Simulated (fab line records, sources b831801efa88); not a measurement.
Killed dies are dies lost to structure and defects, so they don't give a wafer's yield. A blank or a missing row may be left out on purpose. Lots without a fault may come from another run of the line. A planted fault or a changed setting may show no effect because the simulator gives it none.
A struck lot beside a sound one | flow sky130 | 16 steps out of a route of 708
Sound: wafers L404.2, L404.3, L404.5. Struck: wafer L409.6. (L409.5 of the same lot was not struck and is left out.) The cause comes at the end.
At each step with rows: each side's tool, then ch and its chambers, then its first start. Under that, the readings that differ: sound wafers | struck wafers | difference of the means | sigmas: that difference in standard deviations of wafers without a fault.
alike: readings whose means differ by less than 2 such deviations, and words and numbers that are the same on both sides. not compared: withheld readings, readings that some wafer has no value for, bounds like >300 that may hide the same value, and numbers for which the record gives no deviation and whose values overlap.
The two part at a step that has a row with sigmas, a row that says differs or no value, or rows on one side only. Numbers that don't overlap but have no deviation are shown without sigmas and don't part them. A reading that every wafer of one side lacks parts them only if that side has two wafers or more.

first, 8 steps without rows for these wafers: SKY_POLY_GATE_DEHYDRATE_05 (time 60 s); SKY_POLY_GATE_HMDS_06 (prime time 60 s); SKY_POLY_GATE_COAT_07 (resist thk 110 nm); SKY_POLY_GATE_COAT_08 (resist thk 450 nm); SKY_POLY_GATE_SOFTBAKE_09 (time 90 s); SKY_POLY_GATE_EXPOSE_10 (exposes mask P1M, target cd 150 nm); SKY_POLY_GATE_PEB_11; SKY_POLY_GATE_DEVELOP_12 (develop time 60 s).
SKY_POLY_GATE_CD_MEAS_13: target cd 150 nm.
  sound on cd_sem-01, day 17 17:08; struck on cd_sem-01, day 19 08:42
  reading    | sound             | struck | difference | sigmas
  cd_nm (nm) | 150.7 149.6 150.2 | 153.2  | +3.0       | +2
SKY_POLY_GATE_OVL_MEAS_14:
  sound on overlay-01, day 17 17:14; struck on overlay-01, day 19 08:46
  alike: POLY_GATE_OVL
SKY_POLY_GATE_ETCH_15: etches BARC in N2/H2, stops on SiO2, time 118.5 s, target depth 110 nm.
  sound on rie_diel-02 ch 1,2,3, day 17 17:16; struck on rie_diel-02 ch 1, day 19 08:49
  alike: drypump_motor_current_A, oes_product_au, throttle_valve_pct
  not compared: rf_hours_counter_h
SKY_POLY_GATE_ETCH_16: etches Si3N4 in CH3F/O2, stops on poly-Si, time 147.5 s, target depth 75 nm.
  sound on rie_diel-02 ch 1,2,3, day 17 17:21; struck on rie_diel-02 ch 1, day 19 08:54
  alike: drypump_motor_current_A, oes_product_au, throttle_valve_pct
  not compared: rf_hours_counter_h
SKY_POLY_GATE_ETCH_17: etches poly-Si in HBr/Cl2, stops on SiO2, target depth 180 nm, time 70.5 s.
  sound on rie_si-02 ch 0,1,3, day 17 17:27; struck on rie_si-01 ch 0, day 19 08:59
  reading                                          | sound                   | struck  | difference | sigmas
  oes_product_au (a.u.)                            | 0.985 0.996 0.999       | 0.857   | -0.136     | -17
  over_etch_frac                                   | 0.56667 0.56667 0.56667 | 0.89065 | +0.32398   |
  model.KrF-thick_of_POLY_GATE_COAT_08.thk_nm (nm) | 138.3 140.8 137.3       | 119.6   | -19.2      |
  model.SiO2_of_SONOS_ONO_CVD_04.thk_nm (nm)       | 4.272 4.283 4.282       | 3.494   | -0.785     |
  alike: HBr_flow_sccm, drypump_motor_current_A, throttle_valve_pct
  not compared: rf_hours_counter_h
SKY_POLY_GATE_STRIP_18: strips in O2/N2.
  sound on plasma_asher-04 ch 0,1, day 17 17:31; struck on plasma_asher-02 ch 0, day 19 09:04
  reading                      | sound          | struck | difference | sigmas
  strip_time_to_endpoint_s (s) | 3.15 3.18 3.14 | 2.94   | -0.22      | -5
  alike: drypump_motor_current_A, oes_product_au
  not compared: rf_hours_counter_h
then, 1 step without rows for these wafers: SKY_POLY_GATE_CLEAN_19 (cleans in SC1/SC2, time 150 s).
-- the record jumps here: 29 days lie between the struck wafers' starts before and after (it left off in module POLY_GATE and takes up again in module PAD_OPEN, whose first step shown is number 708 of the route) --
SKY_PAD_OPEN_PROBE_99:
  sound on prober-01, day 47 07:04; struck on prober-01, day 48 11:05
  reading                         | sound             | struck | difference | sigmas
  model.etest.tip_sonos.rs_ohm_sq | 2590 2547 2583    | 2424   | -149       |
  model.etest.tip_n.rs_ohm_sq     | 442.8 440.3 437.8 | 436.6  | -3.7       |
  alike: killed_at_M0_to_M3, killed_at_M4_up, killed_at_contacts, killed_at_front_end, killed_at_other, killed_dies, killed_open, killed_short

WHERE THEY PART
First at SKY_POLY_GATE_CD_MEAS_13; last, within this record, at SKY_POLY_GATE_STRIP_18. Later steps at which nothing parts them and some readings are alike: SKY_PAD_OPEN_PROBE_99.

WHY: what the simulator had put in
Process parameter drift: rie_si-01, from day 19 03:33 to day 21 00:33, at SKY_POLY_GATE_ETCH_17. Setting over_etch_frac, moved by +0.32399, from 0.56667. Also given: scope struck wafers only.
